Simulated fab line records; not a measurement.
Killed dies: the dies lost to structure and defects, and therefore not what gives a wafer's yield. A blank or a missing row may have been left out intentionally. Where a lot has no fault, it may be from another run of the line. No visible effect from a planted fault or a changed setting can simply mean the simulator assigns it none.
Chamber matching :: flow sky130 :: 3 sister chambers for SKY_VIA4_HDPCVD_00 on hdpcvd-01
The step deposits SiO2, target thk 1750 nm, time 291.7 s. 3 wafers are shown with their chamber, then 7 later ones without.

## WAFERS WITH THEIR CHAMBER
wafer: L987.2
chamber: 0
run_length_s (s): 320.6

wafer: L990.2
chamber: 2
run_length_s (s): 320.9

wafer: L990.4
chamber: 1
run_length_s (s): 319.2

## WAFERS WHOSE CHAMBER IS MISSING
wafer: L991.1
run_length_s (s): 320.3

wafer: L991.3
run_length_s (s): 318.4

wafer: L991.5
run_length_s (s): 318.8

wafer: L998.2
run_length_s (s): 319.2

wafer: L998.6
run_length_s (s): 320.8

wafer: L999.6
run_length_s (s): 318.4

wafer: L100.3
run_length_s (s): 318.8

## EACH ONE'S CHAMBER
wafer: L991.1
from the rows above: can't be placed: 0 or 2 or 1
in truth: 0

wafer: L991.3
from the rows above: 1
in truth: 1

wafer: L991.5
from the rows above: 1
in truth: 1

wafer: L998.2
from the rows above: 1
in truth: 1

wafer: L998.6
from the rows above: can't be placed: 2 or 0
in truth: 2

wafer: L999.6
from the rows above: 1
in truth: 1

wafer: L100.3
from the rows above: 1
in truth: 1
Placed correctly: 5 of 7. Can't be placed from these rows: 2 (the true chamber is among the candidates in 2). 0 placed wrongly.
How it was worked out, from the rows above alone: a wafer's distance from a chamber is the root of the sum, over the readings, of the square of ((its reading less the chamber's mean) divided by the reading's scatter). The wafer belongs to the nearest chamber; if the next one is less than 2 further off, it can't be placed. For every chamber, the mean is computed from those of its wafers that are shown. The scatter (one wafer shown for each chamber): square how far every hidden wafer sits from the nearest shown wafer, average those squares and take the square root.
